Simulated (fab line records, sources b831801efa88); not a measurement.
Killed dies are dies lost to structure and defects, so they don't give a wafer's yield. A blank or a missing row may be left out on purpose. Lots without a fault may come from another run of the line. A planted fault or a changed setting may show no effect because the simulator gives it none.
fab line records | flow sky130
record lots=6 wafers=18 last_day=50
route steps=708 shown FIELD_ISO@31 NWELL@32 DNWELL@35 PAD_OPEN@708
lots that met no fault: from a run of the same line without faults
start_h: hours from the record's first day to the start of the lot's first wafer shown | wait_h: hours since the lot's step before | " the same as in the row above | L1.1+2: a row that stands for several wafers | - no value, or no start given | * or withheld: withheld | < > ~ a bound
route shown NAME@n: a module of which the file shows steps, and the number in the route of the first | usual: mean/standard deviation of fault-free wafers | same: alike in all rows | chamber/n: place in a boat | sites: the reading at each site | _std_site: their standard deviation | _edge_site: outer sites' mean less inner sites' | radius_mm: how far each site lies from the wafer's centre | mask NAME#n: copy n | behind: the tool/chamber that last shaped the wafer | hold: why the lot was held/for how many hours/how that ended | device: the transistor (n, p or np) that didn't switch | end of line: the same wafers' tests at the end of the route | a step without rows: its recipe alone | killed: dies lost to structure and defects at the first sort, not the wafer's yield | map: a wafer's dies, x killed, . not, _ none there
set.NAME: the setting as run; set.NAME@STEP: as run at that earlier step | model.NAME: the simulator's own value behind a step, which no gauge read
lots at some steps of the route; a table a step, a row a wafer
services: from which hour (start_h, from the record's first day; less than 0 if before it) a tool's chamber was out of use, for how many hours, and why
## steps
# step SKY_FIELD_ISO_WET_ETCH_30
# recipe chemistry=dHF target_depth_nm=25 target=SiO2 dilution=10:1 temp_c=25 time_s=50
# step SKY_NWELL_CLEAN_00
# recipe chemistry=SC1/SC2 mix=1:4:20 temp_c=70 time_s=150 dry=n2_spin
# step SKY_NWELL_OXIDATION_01
# recipe temp_c=900 ambient=O2 stabilise_s=600 purge_s=300 target_thk_a=100 ox_time_s=1418
# step SKY_NWELL_THK_MEAS_02
# recipe reads=SiO2_of_NWELL_OXIDATION_01
# usual NWELL_OXIDATION_THK=9.96/0.2
# columns lot.wafer tool chamber start_h wait_h NWELL_OXIDATION_THK[nm]
L904.2 film_metro-04 - 40.93 0.0 9.85
L904.3 " - " " 10.14
L904.4 " - " " 9.84
L910.1 film_metro-04 - 67.40 0.0 10.07
L910.2 " - " " 10.13
L910.6 " - " " 10.14
L914.2 film_metro-03 - 92.27 0.0 10.16
L914.3 " - " " 10.22
L914.5 " - " " 10.24
L915.1 film_metro-02 - 95.16 0.0 10.22
L915.2 " - " " 10.39
L915.4 " - " " 10.28
L917.1 film_metro-04 - 116.09 0.0 9.94
L917.3 " - " " 9.99
L917.4 " - " " 10.13
L926.3 film_metro-02 - 152.96 0.0 10.10
L926.4 " - " " 10.17
L926.6 " - " " 10.17
# step SKY_DNWELL_DEHYDRATE_00
# recipe temp_c=200 time_s=60
# step SKY_DNWELL_HMDS_01
# recipe prime_time_s=60 prime_temp_c=120
# step SKY_DNWELL_COAT_02
# recipe spin_rpm=2000 resist_thk_nm=3000
# step SKY_DNWELL_SOFTBAKE_03
# recipe temp_c=110 time_s=withheld
# step SKY_DNWELL_EXPOSE_04
# recipe mask_id=DNM na=0.57 target_cd_nm=3000 dose_mj=222
# step SKY_DNWELL_PEB_05
# recipe temp_c=115 time_s=withheld
# step SKY_DNWELL_DEVELOP_06
# recipe wall_angle_deg=90 developer=TMAH develop_time_s=60 dev_temp_c=23
# step SKY_DNWELL_IMPLANT_07
# recipe species=P energy_kev=withheld dose_cm2=withheld tilt_deg=withheld
# step SKY_DNWELL_STRIP_08
# recipe chemistry=O2/N2 power_w=1400 pressure_mtorr=1500 platen_temp_c=withheld o2_flow_sccm=3000 n2_flow_sccm=300 overash_fraction=0.5
# usual drypump_motor_current_A=6.0/0.31 n2_flow_sccm=300.0/0.8 oes_product_au=0.722/0.005 strip_time_to_endpoint_s=36.91/0.095
# columns lot.wafer tool chamber start_h wait_h drypump_motor_current_A n2_flow_sccm oes_product_au rf_hours_counter_h strip_time_to_endpoint_s
L904.2 plasma_asher-03 0 56.88 0.1 6.4 300.3 0.728 36 37.03
L904.3 " 1 " " 6.0 299.9 0.714 - 37.00
L904.4 " 0 " " 6.4 299.1 0.716 - 37.02
L910.1 plasma_asher-01 0 83.21 0.1 6.4 300.6 0.717 41 36.75
L910.2 " 1 " " 5.9 300.2 0.724 41 36.79
L910.6 " 0 " " 6.4 300.5 0.728 - 36.77
L914.2 plasma_asher-01 1 109.63 0.1 5.9 360.4 0.718 43 36.87
L914.3 " 1 " " 5.9 360.6 0.720 - 36.85
L914.5 " 1 " " 5.9 360.2 0.730 - 36.80
L915.1 plasma_asher-03 1 113.72 0.2 6.0 301.2 0.729 42 36.84
L915.2 " 0 " " 6.4 299.9 0.724 42 36.85
L915.4 " 1 " " 6.0 301.0 0.722 - 36.92
L917.1 plasma_asher-01 1 134.43 0.1 5.9 359.9 0.728 46 36.96
L917.3 " 1 " " 5.9 358.7 0.718 - 36.98
L917.4 " 0 " " 6.4 298.7 0.712 - 36.88
L926.3 plasma_asher-03 1 172.84 0.1 6.0 300.5 0.720 - 36.92
L926.4 " 0 " " 6.4 299.7 0.716 - 36.96
L926.6 " 1 " " 6.0 300.1 0.730 - 36.69
# step SKY_DNWELL_TW_MEAS_09
# usual DNWELL_TW=1116/6.5
# columns lot.wafer tool chamber start_h wait_h DNWELL_TW
L904.2 film_metro-04 - 56.99 0.1 1114
L904.3 " - " " 1114
L904.4 " - " " 1115
L910.1 film_metro-03 - 83.31 0.1 1107
L910.2 " - " " 1110
L910.6 " - " " 1107
L914.2 film_metro-04 - 109.74 0.1 1120
L914.3 " - " " 1123
L914.5 " - " " 1117
L915.1 film_metro-04 - 113.82 0.1 1123
L915.2 " - " " 1115
L915.4 " - " " 1127
L917.1 film_metro-03 - 134.53 0.1 1120
L917.3 " - " " 1118
L917.4 " - " " 1125
L926.3 film_metro-03 - 172.93 0.1 1129
L926.4 " - " " 1128
L926.6 " - " " 1132
# step SKY_PAD_OPEN_PROBE_99
# usual killed_at_M0_to_M3=44/7.1 killed_at_M4_up=3.3/1.8 killed_at_contacts=24/5.1 killed_at_front_end=16/4.7 killed_at_other=0.3/0.52 killed_dies=87/9.7 killed_open=47/6.8 killed_short=39/6.7
# same gross_dies=492 killed_at_back_side=0
# columns lot.wafer tool chamber start_h wait_h killed_at_M0_to_M3 killed_at_M4_up killed_at_contacts killed_at_front_end killed_at_other killed_dies killed_open killed_short
L904.2 prober-02 - 1073.44 0.1 27 6 21 10 0 64 29 35
L904.3 prober-02 - 1073.49 0.2 47 4 17 8 0 76 42 34
L904.4 prober-02 - 1073.54 0.2 55 2 21 7 0 85 48 37
L910.1 prober-01 - 1102.70 0.1 46 3 32 15 0 96 54 42
L910.2 prober-01 - 1102.75 0.1 44 1 12 13 0 70 41 28
L910.6 prober-01 - 1102.95 0.2 52 2 14 17 0 85 41 44
L914.2 prober-01 - 1132.46 0.1 42 1 28 16 1 88 56 32
L914.3 prober-01 - 1132.51 0.2 39 2 28 16 0 85 46 39
L914.5 prober-01 - 1132.61 0.2 39 9 25 15 0 88 52 36
L915.1 prober-02 - 1134.59 0.1 41 6 20 20 1 88 45 43
L915.2 prober-02 - 1134.64 0.1 35 2 31 26 0 94 49 45
L915.4 prober-02 - 1134.74 0.2 35 2 27 18 2 84 61 23
L917.1 prober-01 - 1153.17 0.1 62 3 17 16 0 98 50 47
L917.3 prober-01 - 1153.27 0.2 50 2 21 11 0 84 49 35
L917.4 prober-01 - 1153.32 0.2 41 5 21 11 0 78 48 30
L926.3 prober-01 - 1188.25 0.2 36 3 19 18 0 76 42 34
L926.4 prober-01 - 1188.30 0.2 35 1 26 11 1 74 49 25
L926.6 prober-01 - 1188.40 0.2 50 1 23 11 0 85 40 44
# killed by level:class
L904.2 LOCAL_INTERCONNECT:geometric_particle:short=7 LI_CONTACT:geometric_particle:open=6 VIA1:geometric_particle:open=6 CONTACT:geometric_particle:open=5 VIA1:geometric_particle:short=5 METAL4:geometric_particle:short=5 POLY_GATE:geometric_particle:short=3 METAL2:geometric_particle:short=3
L904.3 VIA1:geometric_particle:open=11 CONTACT:geometric_particle:open=8 VIA1:geometric_particle:short=7 LOCAL_INTERCONNECT:geometric_particle:short=5 METAL2:geometric_particle:open=5 METAL2:geometric_particle:short=5 VIA2:geometric_particle:open=4 METAL3:geometric_particle:short=4
L904.4 VIA1:geometric_particle:open=13 VIA3:geometric_particle:open=11 VIA2:geometric_particle:open=8 CONTACT:geometric_particle:open=8 METAL1:geometric_particle:short=6 VIA1:geometric_particle:short=5 METAL2:geometric_particle:short=5 LI_CONTACT:geometric_particle:open=4
L910.1 VIA1:geometric_particle:open=13 LI_CONTACT:geometric_particle:open=13 CONTACT:geometric_particle:open=9 VIA2:geometric_particle:open=8 LI_CONTACT:geometric_particle:short=6 VIA1:geometric_particle:short=6 FIELD_ISO:geometric_particle:short=4 POLY_GATE:geometric_particle:short=4
L910.2 VIA1:geometric_particle:open=11 VIA2:geometric_particle:open=7 POLY_GATE:geometric_particle:open=6 METAL1:geometric_particle:short=5 VIA3:geometric_particle:open=5 VIA2:geometric_particle:short=4 LI_CONTACT:geometric_particle:open=4 CONTACT:geometric_particle:short=3
L910.6 METAL1:geometric_particle:short=9 VIA1:geometric_particle:open=9 VIA3:geometric_particle:open=8 CONTACT:geometric_particle:open=7 METAL2:geometric_particle:short=6 VIA1:geometric_particle:short=6 FIELD_ISO:geometric_particle:open=5 FIELD_ISO:geometric_particle:short=4
L914.2 VIA1:geometric_particle:open=11 CONTACT:geometric_particle:open=10 VIA2:geometric_particle:open=9 VIA3:geometric_particle:open=9 LI_CONTACT:geometric_particle:open=8 POLY_GATE:geometric_particle:open=5 LOCAL_INTERCONNECT:geometric_particle:short=5 CONTACT:geometric_particle:short=5
L914.3 VIA1:geometric_particle:open=11 LOCAL_INTERCONNECT:geometric_particle:short=8 CONTACT:geometric_particle:open=7 LI_CONTACT:geometric_particle:open=6 POLY_GATE:geometric_particle:open=5 CONTACT:geometric_particle:short=5 VIA3:geometric_particle:open=5 VIA1:geometric_particle:short=4
L914.5 VIA1:geometric_particle:open=11 VIA3:geometric_particle:open=9 VIA2:geometric_particle:open=8 CONTACT:geometric_particle:short=7 LI_CONTACT:geometric_particle:open=6 CONTACT:geometric_particle:open=6 METAL4:geometric_particle:short=5 POLY_GATE:geometric_particle:open=4
L915.1 METAL2:geometric_particle:short=8 POLY_GATE:geometric_particle:open=7 LI_CONTACT:geometric_particle:open=7 CONTACT:geometric_particle:open=7 VIA1:geometric_particle:open=7 VIA3:geometric_particle:open=6 VIA2:geometric_particle:open=6 FIELD_ISO:geometric_particle:short=5
L915.2 CONTACT:geometric_particle:open=11 VIA1:geometric_particle:open=10 FIELD_ISO:geometric_particle:short=8 CONTACT:geometric_particle:short=7 FIELD_ISO:geometric_particle:open=6 POLY_GATE:geometric_particle:short=6 VIA1:geometric_particle:short=6 LI_CONTACT:geometric_particle:open=5
L915.4 CONTACT:geometric_particle:open=11 VIA1:geometric_particle:open=10 LI_CONTACT:geometric_particle:open=8 VIA3:geometric_particle:open=7 FIELD_ISO:geometric_particle:open=5 POLY_GATE:geometric_particle:open=5 METAL1:geometric_particle:open=4 POLY_GATE:geometric_particle:short=3
L917.1 VIA1:geometric_particle:open=15 METAL1:geometric_particle:short=9 VIA2:geometric_particle:open=7 VIA1:geometric_particle:short=6 VIA3:geometric_particle:open=6 LI_CONTACT:geometric_particle:open=5 VIA3:geometric_particle:short=5 FIELD_ISO:geometric_particle:short=4
L917.3 VIA1:geometric_particle:open=16 VIA2:geometric_particle:open=9 LI_CONTACT:geometric_particle:open=6 VIA1:geometric_particle:short=6 LOCAL_INTERCONNECT:geometric_particle:short=5 CONTACT:geometric_particle:open=5 METAL2:geometric_particle:short=5 CONTACT:geometric_particle:short=4
L917.4 VIA1:geometric_particle:open=14 CONTACT:geometric_particle:open=7 VIA3:geometric_particle:open=6 CONTACT:geometric_particle:short=6 VIA3:geometric_particle:short=6 VIA1:geometric_particle:short=5 LI_CONTACT:geometric_particle:open=3 VIA2:geometric_particle:open=3
L926.3 VIA1:geometric_particle:open=10 LI_CONTACT:geometric_particle:open=7 FIELD_ISO:geometric_particle:open=6 CONTACT:geometric_particle:open=5 METAL2:geometric_particle:short=5 FIELD_ISO:geometric_particle:short=4 VIA3:geometric_particle:short=4 POLY_GATE:geometric_particle:open=4
L926.4 CONTACT:geometric_particle:open=12 VIA3:geometric_particle:open=8 VIA1:geometric_particle:open=7 VIA2:geometric_particle:open=7 LI_CONTACT:geometric_particle:open=5 FIELD_ISO:geometric_particle:open=4 METAL2:geometric_particle:short=4 POLY_GATE:geometric_particle:open=3
L926.6 CONTACT:geometric_particle:open=11 VIA2:geometric_particle:open=10 VIA2:geometric_particle:short=7 VIA1:geometric_particle:short=6 METAL2:geometric_particle:short=6 VIA3:geometric_particle:open=6 CONTACT:geometric_particle:short=5 METAL1:geometric_particle:short=5
## services
# columns tool chamber start_h hours kind
plasma_asher-01 - 167.51 2.8 pm
## key
first_sign step=SKY_DNWELL_STRIP_08 reading=n2_flow_sccm direction=up sigmas=75 usual=300.0 struck=360.0
effect none on later readings
met_at SKY_DNWELL_STRIP_08
struck_wafers L914.2,L914.3,L914.5,L917.1,L917.3
tester_left_out L914,L917
onset_between 83.21 109.63
fault kind=process_parameter_drift tool=plasma_asher-01 chamber=1 onset_h=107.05 steps=SKY_DNWELL_STRIP_08 channel=n2_flow_sccm offset=60 shape=step end_h=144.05 acts_in=these_recipes_only stated=300
# tester_left_out: of these lots the tester's yield and bins aren't shown, on N5 and GAA mostly nor the transistor test; their killed dies are dies lost to structure and defects alone, not to doping, threshold or leakage, so they don't give the yield
